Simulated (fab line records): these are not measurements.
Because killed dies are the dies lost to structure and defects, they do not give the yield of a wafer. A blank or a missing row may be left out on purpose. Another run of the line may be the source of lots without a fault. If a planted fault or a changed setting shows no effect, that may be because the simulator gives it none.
fab line records	flow sky130
record: lots: 7	wafers: 19	lastDay: 50
route steps=708 shown VIA4@648 METAL5@661 PAD_OPEN@708
lots that met no fault: taken from a fault-free run of the same line
startH: hours from the record's opening day to when the first of the lot's shown wafers began	waitH: hours elapsed since this lot's preceding step	" as in the row above	L1.1+2: one row covering several wafers at once	- no value, or no start was given	* or withheld: withheld	< > ~ a bound
route shown NAME@n: a module of which the file shows steps, and the number in the route of the first	usual: average and standard deviation across the fault-free wafers	same: alike in all rows	chamber/n: place in a boat	sites: each site's reading	_std_site: their standard deviation	_edge_site: outer sites' mean less inner sites'	radiusMm: for every site, how far away it sits from the centre of the wafer	mask NAME#n: copy n	behind: the last tool/chamber to shape the wafer	hold: cause of the lot's hold/its duration in hours/its outcome	device: names the non-switching transistor (n, p or np)	end of line: the tests these same wafers got at the end of their route	a step with no rows: only its recipe	killed: dies that structure and defects cost at the first sort, which is not the same as the wafer's yield	map: per-die view of a wafer (x killed, . not killed, _ where there is no die)
set.NAME: the setting as run; set.NAME@STEP: as run at that earlier step	model.NAME: the simulator's own value behind a step, which no gauge read
lots at selected steps of the route; one table per step, one row per wafer
services: the hour from which a tool's chamber was out of use, counted from the record's first day as startH (under 0 if before that day), plus the number of hours and why
== steps ==
step: SKY_VIA4_PEB_09
recipe: tempC: withheld	timeS: *	resist: NOVOLAK
step: SKY_VIA4_DEVELOP_10
recipe: resist: NOVOLAK	developer: TMAH	developTimeS: 60	devTempC: 23
step: SKY_VIA4_OVL_MEAS_11
usual: VIA4_OVL: -1.0/1.2
lot.wafer	tool	chamber	startH	waitH	VIA4_OVL[nm]
L739.1	overlay-01	-	1026.43	0.1	-0.5
L739.4	"	-	"	"	-2.9
L739.5	"	-	"	"	-0.6
L741.1	overlay-01	-	1030.98	0.1	0.8
L741.5	"	-	"	"	-1.6
L741.6	"	-	"	"	-1.2
L743.1	overlay-01	-	1045.29	0.1	-1.3
L743.5	"	-	"	"	-1.6
L744.4	overlay-01	-	1051.81	0.1	-1.6
L744.5	"	-	"	"	-1.5
L745.1	overlay-02	-	1057.71	0.1	0.4
L745.3	"	-	"	"	-0.1
L745.5	"	-	"	"	-0.5
L755.1	overlay-02	-	1114.31	0.1	-0.2
L755.3	"	-	"	"	-2.5
L755.5	"	-	"	"	-1.0
L758.3	overlay-02	-	1130.07	0.1	0.9
L758.5	"	-	"	"	0.4
L758.6	"	-	"	"	0.8
step: SKY_VIA4_ETCH_12
recipe: target: SiO2	chemistry: C4F8/O2/Ar	stopOn: TiN	maskMaterial: NOVOLAK	sourceW: 1500	biasW: 1200	pressureMtorr: 40	c4f8FlowSccm: withheld	O2_flow_sccm: 6	Ar_flow_sccm: 300	timeS: withheld	targetDepthA: 5800
usual: oesProductAu: 0.927/0.0053
lot.wafer	tool	chamber	startH	waitH	oesProductAu
L739.1	rieDiel-02	1	1026.46	0.0	0.921
L739.4	"	3	"	"	0.929
L739.5	"	2	"	"	0.936
L741.1	rieDiel-02	3	1031.01	0.0	0.922
L741.5	"	2	"	"	0.934
L741.6	"	3	"	"	0.926
L743.1	rieDiel-04	1	1045.33	0.0	0.926
L743.5	"	0	"	"	0.933
L744.4	rieDiel-01	1	1051.83	0.0	0.927
L744.5	"	0	"	"	0.937
L745.1	rieDiel-01	0	1057.74	0.0	0.928
L745.3	"	2	"	"	0.928
L745.5	"	3	"	"	0.927
L755.1	rieDiel-02	0	1114.34	0.0	0.924
L755.3	"	2	"	"	0.922
L755.5	"	3	"	"	0.921
L758.3	rieDiel-02	3	1130.09	0.0	0.940
L758.5	"	0	"	"	0.942
L758.6	"	3	"	"	0.933
step: SKY_VIA4_STRIP_13
recipe: chemistry: O2/N2	powerW: 1400	pressureMtorr: 1500	platenTempC: withheld	o2FlowSccm: 3000	n2FlowSccm: 300	overashFraction: 0.5
usual: drypumpMotorCurrentA: 5.7/0.43	oesProductAu: 0.709/0.0049	stripTimeToEndpointS: 12.81/0.032
lot.wafer	tool	chamber	startH	waitH	drypumpMotorCurrentA	oesProductAu	rfHoursCounterH	stripTimeToEndpointS
L739.1	plasmaAsher-04	0	1026.53	-	6.3	0.704	24	12.80
L739.4	"	1	"	"	5.2	0.706	-	12.86
L739.5	"	1	"	"	5.2	0.709	-	12.86
L741.1	plasmaAsher-04	1	1031.08	-	5.2	0.705	25	12.78
L741.5	"	0	"	"	6.3	0.708	-	12.83
L741.6	"	1	"	"	5.2	0.707	-	12.77
L743.1	plasmaAsher-02	0	1045.40	-	5.7	0.712	66	12.85
L743.5	"	1	"	"	6.1	0.709	-	12.77
L744.4	plasmaAsher-01	0	1051.94	-	5.2	0.709	-	12.76
L744.5	"	1	"	"	5.6	0.712	-	12.80
L745.1	plasmaAsher-01	1	1057.82	-	5.7	0.709	96	12.84
L745.3	"	1	"	"	5.7	0.719	-	12.78
L745.5	"	1	"	"	5.7	0.709	-	12.86
L755.1	plasmaAsher-02	1	1114.42	-	6.1	0.709	73	12.77
L755.3	"	1	"	"	6.1	0.710	-	12.84
L755.5	"	0	"	"	5.7	0.709	-	12.81
L758.3	plasmaAsher-02	1	1130.20	-	6.1	0.710	-	12.80
L758.5	"	1	"	"	6.1	0.705	-	12.81
L758.6	"	0	"	"	5.7	0.707	-	12.79
step: SKY_VIA4_STRIP_14
recipe: chemistry: postEtchResidueRemover	timeS: 1200	tempC: 72.5
step: SKY_VIA4_CLEAN_15
recipe: chemistry: IPA	timeS: 180	tempC: 25
step: SKY_VIA4_CLEAN_16
recipe: chemistry: O3/DIW	dry: n2Spin
step: SKY_VIA4_SPUTTER_17
recipe: material: TiN	targetThkNm: 20	chamberPressurePa: 5	powerW: 4000	timeS: 80
usual: chamberPressurePa: 4.999/0.0097	throttleValvePct: 30.0/0.96
lot.wafer	tool	chamber	startH	waitH	chamberPressurePa	throttleValvePct
L739.1	pvdSputter-03	-	1027.13	0.0	5.001	31.5
L739.4	"	-	"	"	5.020	29.0
L739.5	"	-	"	"	4.998	29.5
L741.1	pvdSputter-04	-	1031.68	0.0	4.999	30.3
L741.5	"	-	"	"	4.998	30.6
L741.6	"	-	"	"	4.996	28.3
L743.1	pvdSputter-03	-	1045.99	0.0	5.014	29.9
L743.5	"	-	"	"	4.997	29.7
L744.4	pvdSputter-04	-	1052.59	0.0	5.013	30.3
L744.5	"	-	"	"	5.008	30.3
L745.1	pvdSputter-02	-	1058.48	0.0	4.996	28.8
L745.3	"	-	"	"	5.025	30.0
L745.5	"	-	"	"	4.998	28.8
L755.1	pvdSputter-04	-	1115.05	0.0	4.998	30.3
L755.3	"	-	"	"	5.009	30.6
L755.5	"	-	"	"	4.999	30.3
L758.3	pvdSputter-04	-	1130.76	0.0	5.002	30.5
L758.5	"	-	"	"	4.999	30.2
L758.6	"	-	"	"	4.999	30.0
step: SKY_VIA4_CVD_18
recipe: material: W	targetThkNm: 505	timeS: 152.14	tempC: 400	pressureTorr: 40
usual: heaterPowerW: 919/89
lot.wafer	tool	chamber	startH	waitH	heaterPowerW
L739.1	cvdW-02	0	1027.20	0.0	957
L739.4	"	1	"	"	867
L739.5	"	0	"	"	967
L741.1	cvdW-02	0	1031.74	0.0	966
L741.5	"	1	"	"	876
L741.6	"	0	"	"	956
L743.1	cvdW-02	0	1046.06	0.0	960
L743.5	"	1	"	"	879
L744.4	cvdW-02	0	1052.70	0.1	971
L744.5	"	0	"	"	949
L745.1	cvdW-01	1	1058.54	0.0	777
L745.3	"	1	"	"	777
L745.5	"	1	"	"	796
L755.1	cvdW-02	0	1115.11	0.0	974
L755.3	"	0	"	"	989
L755.5	"	1	"	"	844
L758.3	cvdW-01	1	1130.87	0.1	786
L758.5	"	0	"	"	1081
L758.6	"	1	"	"	787
step: SKY_VIA4_RS_MEAS_19
recipe: thkMeasGauge: four-point-probe	reads: W_of_VIA4_CVD_18+TiN_of_VIA4_SPUTTER_17
usual: VIA4_W_RS: 0.2274/0.0023
lot.wafer	tool	chamber	startH	waitH	VIA4_W_RS[ohm/sq]
L739.1	filmMetro-02	-	1027.35	0.1	0.2272
L739.4	"	-	"	"	0.2253
L739.5	"	-	"	"	0.2277
L741.1	filmMetro-02	-	1031.89	0.1	0.2319
L741.5	"	-	"	"	0.2250
L741.6	"	-	"	"	0.2287
L743.1	filmMetro-03	-	1046.21	0.1	0.2300
L743.5	"	-	"	"	0.2269
L744.4	filmMetro-03	-	1052.86	0.1	0.2251
L744.5	"	-	"	"	0.2289
L745.1	filmMetro-04	-	1058.72	0.1	0.2299
L745.3	"	-	"	"	0.2292
L745.5	"	-	"	"	0.2285
L755.1	filmMetro-04	-	1115.26	0.1	0.2243
L755.3	"	-	"	"	0.2254
L755.5	"	-	"	"	0.2263
L758.3	filmMetro-04	-	1131.01	0.1	0.2302
L758.5	"	-	"	"	0.2284
L758.6	"	-	"	"	0.2311
step: SKY_VIA4_THK_MEAS_20
recipe: thkMeasGauge: xrf	reads: W_of_VIA4_CVD_18
usual: VIA4_W_THK: 528/8.6
lot.wafer	tool	chamber	startH	waitH	VIA4_W_THK[nm]
L739.1	filmMetro-02	-	1027.47	0.1	525
L739.4	"	-	"	"	526
L739.5	"	-	"	"	520
L741.1	filmMetro-02	-	1032.01	0.1	507
L741.5	"	-	"	"	524
L741.6	"	-	"	"	519
L743.1	filmMetro-03	-	1046.33	0.1	526
L743.5	"	-	"	"	533
L744.4	filmMetro-03	-	1052.95	0.1	537
L744.5	"	-	"	"	529
L745.1	filmMetro-04	-	1058.84	0.1	523
L745.3	"	-	"	"	524
L745.5	"	-	"	"	518
L755.1	filmMetro-04	-	1115.38	0.1	539
L755.3	"	-	"	"	535
L755.5	"	-	"	"	533
L758.3	filmMetro-04	-	1131.11	0.1	520
L758.5	"	-	"	"	524
L758.6	"	-	"	"	518
step: SKY_VIA4_CMP_21
recipe: stopOn: SiO2	tOverpolishS: 25	downForcePsi: 3.5	platenRpm: 60	targetThkNm: 0	padVelocityMS: 0.94248
usual: motorCurrentA: 11.2/1.1	overpolishRunS: 25.000/0.0099	slurryFlowMlMin: 150.0/0.45	timeToEndpointS: 125/7.2
lot.wafer	tool	chamber	startH	waitH	motorCurrentA	overpolishRunS	slurryFlowMlMin	timeToEndpointS
L739.4	cmp-01	0	1027.58	0.1	12.0	25.012	149.7	131
L739.1	"	1	"	"	12.2	24.982	150.0	126
L739.5	"	3	"	"	12.0	24.988	150.1	114
L741.1	cmp-02	1	1032.22	0.2	11.5	25.002	150.2	121
L741.5	"	2	"	"	10.1	24.999	150.1	134
L741.6	"	3	"	"	9.0	25.000	149.7	125
L743.1	cmp-01	3	1046.44	0.1	12.4	0.040	150.4	188
L743.5	"	3	"	"	12.2	24.999	150.8	120
L744.4	cmp-01	3	1053.08	0.1	12.0	0.032	149.4	191
L744.5	"	1	"	"	12.4	24.984	149.6	129
L745.3	cmp-01	0	1059.00	0.1	11.5	25.008	150.2	131
L745.1	"	1	"	"	11.3	0.037	149.9	189
L745.5	"	3	"	"	12.7	25.007	149.6	118
L755.1	cmp-02	1	1115.54	0.1	11.2	25.004	149.7	120
L755.3	"	2	"	"	9.7	24.978	149.7	129
L755.5	"	3	"	"	8.9	24.993	150.6	125
L758.3	cmp-02	0	1131.20	0.1	12.2	25.011	149.8	111
L758.5	"	3	"	"	8.5	24.984	150.0	125
L758.6	"	0	"	"	12.4	24.998	150.3	113
step: SKY_METAL5_SPUTTER_00
recipe: material: Ti	targetThkNm: 15	powerW: 3000	timeS: 10	chamberPressurePa: 0.4
usual: chamberPressurePa: 0.4001/0.00086	throttleValvePct: 29.9/1.1
lot.wafer	tool	chamber	startH	waitH	chamberPressurePa	throttleValvePct
L739.1	pvdSputter-04	-	1027.83	0.1	0.3990	30.3
L739.4	"	-	"	"	0.4019	28.3
L739.5	"	-	"	"	0.4010	28.4
L741.1	pvdSputter-03	-	1032.37	0.1	0.4005	28.7
L741.5	"	-	"	"	0.4006	29.0
L741.6	"	-	"	"	0.3994	29.6
L743.5	pvdSputter-03	-	1046.70	0.0	0.3993	29.7
L744.5	pvdSputter-01	-	1053.29	0.1	0.3978	31.3
L745.3	pvdSputter-03	-	1059.20	0.1	0.3999	29.7
L745.5	"	-	"	"	0.3988	31.4
L755.1	pvdSputter-01	-	1115.74	0.1	0.3999	27.4
L755.3	"	-	"	"	0.4003	31.5
L755.5	"	-	"	"	0.4007	31.2
L758.3	pvdSputter-03	-	1131.45	0.2	0.3991	29.9
L758.5	"	-	"	"	0.4001	29.2
L758.6	"	-	"	"	0.4003	31.2
step: SKY_PAD_OPEN_PROBE_99
usual: defectLimitedYield: 82.4/2	killed_at_M0_to_M3: 43/6.7	killed_at_M4_up: 3.2/2.1	killedAtContacts: 25/5.9	killedAtFrontEnd: 16/4.7	killedAtOther: 0.3/0.54	killedDies: 87/9.8	killedOnRim: 17/3.7	killedOpen: 47/6.7	killedShort: 40/6.5	sort_bin_3_pad_short: 0.9/0.45	sort_bin_5_function: 10.5/1.5	sort_bin_6_memory: 6.2/1.2	sortNPass: 405/9.8	sortYieldPct: 82.4/2
same: grossDies: 492	killedAtBackSide: 0	sort_bin_4_leakage[%]: 0	sort_bin_8_speed[%]: 0
lot.wafer	tool	chamber	startH	waitH	defectLimitedYield[%]	killed_at_M0_to_M3	killed_at_M4_up	killedAtContacts	killedAtFrontEnd	killedAtOther	killedDies	killedOnRim	killedOpen	killedShort	sort_bin_3_pad_short[%]	sort_bin_5_function[%]	sort_bin_6_memory[%]	sortNPass	sortYieldPct[%]
L743.1	prober-01	-	1114.51	0.1	0	42	414	20	16	0	492	96	47	35	83.5	8.5	7.9	0	0
L743.5	prober-01	-	1114.71	0.2	82.7	36	3	26	20	0	85	20	45	40	0.6	10.6	6.1	407	82.7
L744.4	prober-02	-	1119.39	0.2	0	43	408	27	14	0	492	96	45	40	83.1	10.8	6.1	0	0
L744.5	prober-02	-	1119.44	0.2	81.9	39	4	22	24	0	89	19	42	44	1.0	12.2	4.9	403	81.9
L745.1	prober-01	-	1126.71	0.1	0	37	424	18	13	0	492	96	33	36	85.8	7.5	6.7	0	0
L755.1	prober-01	-	1175.65	0.1	80.3	48	3	26	19	1	97	24	52	45	1.0	11.2	7.5	395	80.3
L755.3	prober-01	-	1175.75	0.2	84.8	35	2	21	17	0	75	17	47	28	0.6	10.6	4.1	417	84.8
L755.5	prober-01	-	1175.85	0.2	79.5	43	4	35	19	0	101	24	61	40	0.8	12.4	7.3	391	79.5
killed by level:class
L743.1 VIA4:areaCmp=410 VIA1:geometricParticle:open=12 CONTACT:geometricParticle:open=8 LI_CONTACT:geometricParticle:open=6 METAL2:geometricParticle:short=6 POLY_GATE:geometricParticle:open=5 VIA2:geometricParticle:open=5 POLY_GATE:geometricParticle:short=4
L743.5 VIA1:geometricParticle:open=10 LI_CONTACT:geometricParticle:open=7 CONTACT:geometricParticle:short=7 POLY_GATE:geometricParticle:open=6 VIA1:geometricParticle:short=5 LOCAL_INTERCONNECT:geometricParticle:short=4 CONTACT:geometricParticle:open=4 VIA2:geometricParticle:open=4
L744.4 VIA4:areaCmp=406 VIA1:geometricParticle:open=14 CONTACT:geometricParticle:short=10 METAL1:geometricParticle:short=9 LI_CONTACT:geometricParticle:open=8 CONTACT:geometricParticle:open=4 VIA3:geometricParticle:open=4 FIELD_ISO:geometricParticle:short=3
L744.5 VIA1:geometricParticle:open=10 LI_CONTACT:geometricParticle:open=9 FIELD_ISO:geometricParticle:short=7 VIA3:geometricParticle:open=7 VIA1:geometricParticle:short=5 LI_CONTACT:geometricParticle:short=5 METAL1:geometricParticle:short=5 POLY_GATE:geometricParticle:short=4
L745.1 VIA4:areaCmp=422 VIA1:geometricParticle:open=9 CONTACT:geometricParticle:open=6 VIA1:geometricParticle:short=6 VIA2:geometricParticle:open=6 POLY_GATE:geometricParticle:open=4 CONTACT:geometricParticle:short=4 METAL1:geometricParticle:short=4
L755.1 VIA1:geometricParticle:open=12 CONTACT:geometricParticle:open=11 METAL1:geometricParticle:short=11 POLY_GATE:geometricParticle:short=9 LI_CONTACT:geometricParticle:open=7 VIA3:geometricParticle:open=7 FIELD_ISO:geometricParticle:open=5 CONTACT:geometricParticle:short=5
L755.3 CONTACT:geometricParticle:open=11 VIA1:geometricParticle:open=8 VIA2:geometricParticle:open=7 VIA3:geometricParticle:open=7 POLY_GATE:geometricParticle:short=6 FIELD_ISO:geometricParticle:open=4 CONTACT:geometricParticle:short=3 VIA1:geometricParticle:short=3
L755.5 CONTACT:geometricParticle:open=18 VIA1:geometricParticle:open=14 LI_CONTACT:geometricParticle:open=9 POLY_GATE:geometricParticle:short=7 CONTACT:geometricParticle:short=5 VIA2:geometricParticle:open=5 VIA1:geometricParticle:short=5 POLY_GATE:geometricParticle:open=4
map L743.1 (x killed, . not)
__________xxxxxxxxxx_________
________xxxxxxxxxxxxxx_______
______xxxxxxxxxxxxxxxxxx_____
_____xxxxxxxxxxxxxxxxxxxx____
____xxxxxxxxxxxxxxxxxxxxxx___
___xxxxxxxxxxxxxxxxxxxxxxxx__
__xxxxxxxxxxxxxxxxxxxxxxxxxx_
_xxxxxxxxxxxxxxxxxxxxxxxxxxxx
_xxxxxxxxxxxxxxxxxxxxxxxxxxxx
_xxxxxxxxxxxxxxxxxxxxxxxxxxxx
_xxxxxxxxxxxxxxxxxxxxxxxxxxxx
_xxxxxxxxxxxxxxxxxxxxxxxxxxxx
_xxxxxxxxxxxxxxxxxxxxxxxxxxxx
_xxxxxxxxxxxxxxxxxxxxxxxxxxxx
_xxxxxxxxxxxxxxxxxxxxxxxxxxxx
__xxxxxxxxxxxxxxxxxxxxxxxxxx_
___xxxxxxxxxxxxxxxxxxxxxxxx__
____xxxxxxxxxxxxxxxxxxxxxx___
_____xxxxxxxxxxxxxxxxxxxx____
______xxxxxxxxxxxxxxxxxx_____
________xxxxxxxxxxxxxx_______
__________xxxxxxxxxx_________
map L744.4 (x killed, . not)
__________xxxxxxxxxx_________
________xxxxxxxxxxxxxx_______
______xxxxxxxxxxxxxxxxxx_____
_____xxxxxxxxxxxxxxxxxxxx____
____xxxxxxxxxxxxxxxxxxxxxx___
___xxxxxxxxxxxxxxxxxxxxxxxx__
__xxxxxxxxxxxxxxxxxxxxxxxxxx_
_xxxxxxxxxxxxxxxxxxxxxxxxxxxx
_xxxxxxxxxxxxxxxxxxxxxxxxxxxx
_xxxxxxxxxxxxxxxxxxxxxxxxxxxx
_xxxxxxxxxxxxxxxxxxxxxxxxxxxx
_xxxxxxxxxxxxxxxxxxxxxxxxxxxx
_xxxxxxxxxxxxxxxxxxxxxxxxxxxx
_xxxxxxxxxxxxxxxxxxxxxxxxxxxx
_xxxxxxxxxxxxxxxxxxxxxxxxxxxx
__xxxxxxxxxxxxxxxxxxxxxxxxxx_
___xxxxxxxxxxxxxxxxxxxxxxxx__
____xxxxxxxxxxxxxxxxxxxxxx___
_____xxxxxxxxxxxxxxxxxxxx____
______xxxxxxxxxxxxxxxxxx_____
________xxxxxxxxxxxxxx_______
__________xxxxxxxxxx_________
== services ==
tool	chamber	startH	hours	kind
rieDiel-02	1	1003.99	8.1	repair
cmp-02	-	1011.35	2.3	repair
rieDiel-04	-	1017.98	0.2	repair
pvdSputter-03	-	1019.12	0.8	repair
rieDiel-02	-	1019.92	0.9	repair
rieDiel-04	1	1025.02	13.8	repair
pvdSputter-01	-	1058.37	2.1	repair
rieDiel-04	0	1070.29	1.3	repair
cmp-02	-	1082.50	4.4	repair
plasmaAsher-04	-	1082.61	2.8	pm
cmp-02	-	1086.86	4.0	pm
cmp-02	-	1089.75	0.6	repair
cmp-02	-	1090.86	-	consumableReplace:conditioner
cmp-02	-	1090.86	-	consumableReplace:pad
rieDiel-01	2	1092.81	10.0	repair
plasmaAsher-02	-	1102.77	4.1	repair
cmp-01	-	1103.30	4.3	pm
pvdSputter-03	-	1110.52	2.7	repair
plasmaAsher-02	-	1110.62	1.0	repair
cmp-02	-	1116.03	5.3	pm
plasmaAsher-04	-	1120.33	13.0	repair
== key ==
firstSign: step: SKY_VIA4_CMP_21	reading: overpolishRunS	direction: down	sigmas: 99+	usual: 25.000	struck: 0.036
effect: step: SKY_VIA4_CMP_21	reading: timeToEndpointS	direction: up	sigmas: 8.9	usual: *	struck: *
effect: step: SKY_PAD_OPEN_PROBE_99	reading: killed_at_M4_up	direction: up	sigmas: 99+	usual: 3.2	struck: 415.3
moreKillsBornAt: SKY_VIA4_CMP_21@cmp-01: 1238
metAt SKY_VIA4_CMP_21
struckWafers L743.1,L744.4,L745.1
laterRowsLeftOut L743.1,L744.4,L745.1
onsetBetween 1027.58 1046.44
fault: kind: processParameterDrift	tool: cmp-01	chamber: -	onsetH: 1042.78	steps: SKY_VIA4_CMP_21	channel: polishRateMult	offset: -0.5	shape: step	endH: 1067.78	scope: struckWafersOnly
laterRowsLeftOut: the simulator's readings of these wafers behind a module that went badly wrong aren't trusted and aren't shown, but for the sort
